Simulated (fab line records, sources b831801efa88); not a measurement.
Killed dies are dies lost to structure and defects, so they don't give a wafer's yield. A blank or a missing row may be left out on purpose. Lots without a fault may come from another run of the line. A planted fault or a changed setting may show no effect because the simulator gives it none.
A struck lot beside a sound one | flow sky130 | 16 steps out of a route of 708
Sound: wafers L394.2, L394.4, L394.5. Struck: wafers L408.2, L408.3, L408.6. The cause comes at the end.
At each step with rows: each side's tool, then ch and its chambers, then its first start. Under that, the readings that differ: sound wafers | struck wafers | difference of the means | sigmas: that difference in standard deviations of wafers without a fault.
alike: readings whose means differ by less than 2 such deviations, and words and numbers that are the same on both sides. not compared: withheld readings, readings that some wafer has no value for, bounds like >300 that may hide the same value, and numbers for which the record gives no deviation and whose values overlap.
The two part at a step that has a row with sigmas, a row that says differs or no value, or rows on one side only. Numbers that don't overlap but have no deviation are shown without sigmas and don't part them. A reading that every wafer of one side lacks parts them only if that side has two wafers or more.

SKY_VIA2_CMP_02: polishes SiO2.
  sound on cmp-01 ch 2,3, day 36 12:00; struck on cmp-01 ch 1,2,3, day 41 00:45
  alike: motor_current_A
SKY_VIA2_BOW_MEAS_03:
  sound on film_metro-02, day 36 12:19; struck on film_metro-01, day 41 00:58
  alike: VIA2_BOW
then, 8 steps without rows for these wafers: SKY_VIA2_DEHYDRATE_04 (time 60 s); SKY_VIA2_HMDS_05 (prime time 60 s); SKY_VIA2_COAT_06 (resist thk 60 nm); SKY_VIA2_COAT_07 (resist thk 450 nm); SKY_VIA2_SOFTBAKE_08 (time 90 s); SKY_VIA2_EXPOSE_09 (exposes mask VIM2, target cd 200 nm); SKY_VIA2_PEB_10; SKY_VIA2_DEVELOP_11 (develop time 60 s).
SKY_VIA2_CD_MEAS_12: target cd 200 nm.
  sound on cd_sem-01, day 37 14:22; struck on cd_sem-02, day 42 01:09
  alike: cd_nm
SKY_VIA2_OVL_MEAS_13:
  sound on overlay-02, day 37 14:28; struck on overlay-01, day 42 01:16
  alike: VIA2_OVL
SKY_VIA2_ETCH_14: etches BARC in N2/H2, stops on SiO2, time 45.9 s, target depth 60 nm.
  sound on rie_diel-01 ch 0,2,3, day 37 14:30; struck on rie_diel-01 ch 2,3, day 42 01:17
  reading                                     | sound             | struck            | difference | sigmas
  rf_fwd_power_W (W)                          | 494.9 491.3 494.5 | 576.6 570.8 575.7 | +80.8      | +48
  model.KrF-thick_of_VIA2_COAT_07.thk_nm (nm) | 392.3 392 390.7   | 387.8 386.5 387.9 | -4.3       |
  alike: drypump_motor_current_A, oes_product_au, throttle_valve_pct
  not compared: rf_hours_counter_h
SKY_VIA2_ETCH_15: etches SiO2 in C4F8/O2/Ar, stops on TiN, target depth 546 nm, time 84 s.
  sound on rie_diel-01 ch 0,2,3, day 37 14:32; struck on rie_diel-01 ch 2,3, day 42 01:20
  reading                                     | sound             | struck      | difference | sigmas
  model.KrF-thick_of_VIA2_COAT_07.thk_nm (nm) | 284.5 281.9 279.4 | 278 278 279 | -4         |
  alike: oes_product_au, rf_fwd_power_W
  not compared: rf_hours_counter_h
SKY_VIA2_STRIP_16: strips in O2/N2.
  sound on plasma_asher-04 ch 0,1, day 37 14:37; struck on plasma_asher-03 ch 0,1, day 42 01:23
  reading             | sound          | struck         | difference | sigmas
  o2_flow_sccm (sccm) | 2988 2990 2986 | 3006 3014 3006 | +21        | +3
  alike: drypump_motor_current_A, oes_product_au, strip_time_to_endpoint_s
  not compared: rf_hours_counter_h
-- the record jumps here: 8 days lie between the struck wafers' starts before and after (it left off in module VIA2 and takes up again in module PAD_OPEN, whose first step shown is number 708 of the route) --
SKY_PAD_OPEN_PROBE_99:
  sound on prober-02, day 46 22:02; struck on prober-02, day 50 06:33
  alike: defect_limited_yield, killed_at_M0_to_M3, killed_at_M4_up, killed_at_contacts, killed_at_front_end, killed_at_other, killed_dies, killed_open, killed_short, sort_bin_3_pad_short, sort_bin_5_function, sort_bin_6_memory, sort_n_pass, sort_yield_pct

WHERE THEY PART
First at SKY_VIA2_ETCH_14; last, within this record, at SKY_VIA2_STRIP_16. Later steps at which nothing parts them and some readings are alike: SKY_PAD_OPEN_PROBE_99.

WHY: what the simulator had put in
Process parameter drift: rie_diel-01, from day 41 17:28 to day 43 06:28, at SKY_VIA2_ETCH_14. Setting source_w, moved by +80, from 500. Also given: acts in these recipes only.
